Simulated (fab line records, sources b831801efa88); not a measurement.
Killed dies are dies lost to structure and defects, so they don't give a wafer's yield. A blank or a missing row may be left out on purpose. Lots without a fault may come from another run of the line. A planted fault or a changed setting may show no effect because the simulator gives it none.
Chamber matching | flow gf180mcu | GF_V2_ETCH_16 on rie_diel-02: 4 sister chambers
The step etches BARC in N2/H2. 4 wafers are shown with their chamber, then 7 later ones without.

WAFERS WITH THEIR CHAMBER
wafer  | chamber | drypump_motor_current_A (A)
L395.5 | 2       | 5.5
L397.2 | 0       | 5.4
L402.1 | 1       | 6.2
L402.3 | 3       | 5.8

WAFERS WITHOUT THEIR CHAMBER
wafer  | drypump_motor_current_A (A)
L402.6 | 5.8
L404.1 | 5.4
L404.4 | 5.8
L404.6 | 5.8
L407.1 | 5.5
L407.2 | 6.3
L407.6 | 5.5

WHICH CHAMBER EACH WENT THROUGH
wafer  | from the rows above | in truth
L402.6 | 3                   | 3
L404.1 | 0                   | 0
L404.4 | 3                   | 3
L404.6 | 3                   | 3
L407.1 | 2                   | 2
L407.2 | 1                   | 1
L407.6 | 2                   | 2
Placed correctly: 7 of 7. Can't be placed from these rows: 0. Placed wrongly: 0.
How it was worked out, from the rows above alone: a wafer's distance from a chamber is the root of the sum, over the readings, of the square of ((its reading less the chamber's mean) divided by the reading's scatter). The wafer belongs to the nearest chamber; if the next one is less than 2 further off, it can't be placed. A chamber's mean is the mean of its shown wafers. The scatter: with one shown wafer a chamber, the root of the mean of the squares of how far each hidden wafer lies from its nearest shown one.
